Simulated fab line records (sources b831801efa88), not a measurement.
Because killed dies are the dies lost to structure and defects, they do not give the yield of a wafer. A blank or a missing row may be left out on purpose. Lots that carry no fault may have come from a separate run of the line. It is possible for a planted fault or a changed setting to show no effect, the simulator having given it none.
The tool behind it: which one? || flow sky130 || 30 wafers from 10 lots sampled at 2 of the route's 708 steps

== WHAT THE GAUGES SHOWED, per wafer ==
SKY_VIA3_THK_MEAS_23: measures by xrf. Usual: VIA3_W_THK 387 nm, standard deviation 5.8.
{"lot": "L858", "measured": "day 39 19:40", "on": "filmMetro-03", "VIA3_W_THK (nm)": "389 379 379", "flag": ""}
{"lot": "L859", "measured": "day 40 07:05", "on": "filmMetro-01", "VIA3_W_THK (nm)": "386 385 383", "flag": ""}
{"lot": "L861", "measured": "day 40 21:16", "on": "filmMetro-01", "VIA3_W_THK (nm)": "394 387 384", "flag": ""}
{"lot": "L864", "measured": "day 41 18:36", "on": "filmMetro-04", "VIA3_W_THK (nm)": "387 384 399", "flag": ""}
{"lot": "L865", "measured": "day 41 20:01", "on": "filmMetro-03", "VIA3_W_THK (nm)": "379 372 382", "flag": ""}
{"lot": "L868", "measured": "day 43 02:49", "on": "filmMetro-03", "VIA3_W_THK (nm)": "392 379 380", "flag": ""}
{"lot": "L869", "measured": "day 43 07:47", "on": "filmMetro-01", "VIA3_W_THK (nm)": "383 392 394", "flag": ""}
{"lot": "L877", "measured": "day 45 09:13", "on": "filmMetro-04", "VIA3_W_THK (nm)": "390 381 390", "flag": ""}
{"lot": "L880", "measured": "day 46 01:54", "on": "filmMetro-01", "VIA3_W_THK (nm)": "388 380 377", "flag": ""}
{"lot": "L881", "measured": "day 46 04:19", "on": "filmMetro-04", "VIA3_W_THK (nm)": "386 398 386", "flag": ""}

== WHAT TOOL EACH LOT RAN ON (gives the tool, then ch and the chambers of the sampled wafers, and finally the start) ==
{"lot": "L858", "SKY_VIA3_ETCH_14": "rieDiel-04 ch 0,2, day 39 18:38"}
{"lot": "L859", "SKY_VIA3_ETCH_14": "rieDiel-04 ch 0,2,3, day 40 06:05"}
{"lot": "L861", "SKY_VIA3_ETCH_14": "rieDiel-04 ch 0,2, day 40 20:11"}
{"lot": "L864", "SKY_VIA3_ETCH_14": "rieDiel-01 ch 0,3, day 41 17:14"}
{"lot": "L865", "SKY_VIA3_ETCH_14": "rieDiel-04 ch 1,2,3, day 41 18:58"}
{"lot": "L868", "SKY_VIA3_ETCH_14": "rieDiel-04 ch 0,2, day 43 01:40"}
{"lot": "L869", "SKY_VIA3_ETCH_14": "rieDiel-02 ch 1,2,3, day 43 06:47"}
{"lot": "L877", "SKY_VIA3_ETCH_14": "rieDiel-01 ch 1,2, day 45 07:47"}
{"lot": "L880", "SKY_VIA3_ETCH_14": "rieDiel-04 ch 0,1, day 46 00:53"}
{"lot": "L881", "SKY_VIA3_ETCH_14": "rieDiel-02 ch 1,2, day 46 03:19"}
- SKY_VIA3_ETCH_14: etches BARC in N2/H2, stops on SiO2, time 45.9 s, target depth 60 nm.

== AS READ BY THE TOOLS THEMSELVES (means over the sampled wafers that have a number; for cases with no such wafer, the mark the record gives instead) ==
SKY_VIA3_ETCH_14. Usual: biasW 100.02 W, standard deviation 0.26; drypumpMotorCurrentA 5.8 A, standard deviation 0.34; oesProductAu 0.854 a.u., standard deviation 0.0047; throttleValvePct 13.223 %, standard deviation 0.0093.
{"lot": "L858", "tool": "rieDiel-04", "biasW (W)": 100.28, "drypumpMotorCurrentA (A)": 6.0, "oesProductAu (a.u.)": 0.852, "throttleValvePct (%)": 13.223, "flag": ""}
{"lot": "L859", "tool": "rieDiel-04", "biasW (W)": 100.01, "drypumpMotorCurrentA (A)": 6.0, "oesProductAu (a.u.)": 0.854, "throttleValvePct (%)": 13.229, "flag": ""}
{"lot": "L861", "tool": "rieDiel-04", "biasW (W)": 99.95, "drypumpMotorCurrentA (A)": 5.9, "oesProductAu (a.u.)": 0.850, "throttleValvePct (%)": 13.226, "flag": ""}
{"lot": "L864", "tool": "rieDiel-01", "biasW (W)": 100.13, "drypumpMotorCurrentA (A)": 6.0, "oesProductAu (a.u.)": 0.855, "throttleValvePct (%)": 13.211, "flag": ""}
{"lot": "L865", "tool": "rieDiel-04", "biasW (W)": 99.71, "drypumpMotorCurrentA (A)": 6.0, "oesProductAu (a.u.)": 0.853, "throttleValvePct (%)": 13.230, "flag": ""}
{"lot": "L868", "tool": "rieDiel-04", "biasW (W)": 99.95, "drypumpMotorCurrentA (A)": 6.0, "oesProductAu (a.u.)": 0.850, "throttleValvePct (%)": 13.225, "flag": ""}
{"lot": "L869", "tool": "rieDiel-02", "biasW (W)": 100.14, "drypumpMotorCurrentA (A)": 5.4, "oesProductAu (a.u.)": 0.852, "throttleValvePct (%)": 13.224, "flag": ""}
{"lot": "L877", "tool": "rieDiel-01", "biasW (W)": 99.83, "drypumpMotorCurrentA (A)": 5.3, "oesProductAu (a.u.)": 0.856, "throttleValvePct (%)": 13.227, "flag": ""}
{"lot": "L880", "tool": "rieDiel-04", "biasW (W)": 99.95, "drypumpMotorCurrentA (A)": 6.0, "oesProductAu (a.u.)": 0.857, "throttleValvePct (%)": 13.218, "flag": ""}
{"lot": "L881", "tool": "rieDiel-02", "biasW (W)": 99.97, "drypumpMotorCurrentA (A)": 5.4, "oesProductAu (a.u.)": 0.856, "throttleValvePct (%)": 13.228, "flag": ""}

== THE ANSWER, worked out from the rows above alone ==
Rule: take the mean of a lot's wafers that have a number; if it is more than 3 standard deviations from the usual mean, the lot is off. A lot without any number at a reading at which 4 lots or more have one is off too. All remaining lots with rows at the step are treated as sound. Order of review: gauges by route order, followed by the tools' own readings, for which a lot's mean as printed above is used. At the first step where some lot is off, the reading lying furthest off is the one used; lots without a number count as furthest.
Across all readings shown, no lot is off: no conclusion can be drawn from this.

== WHAT HAD BEEN PUT IN BY THE SIMULATOR ==
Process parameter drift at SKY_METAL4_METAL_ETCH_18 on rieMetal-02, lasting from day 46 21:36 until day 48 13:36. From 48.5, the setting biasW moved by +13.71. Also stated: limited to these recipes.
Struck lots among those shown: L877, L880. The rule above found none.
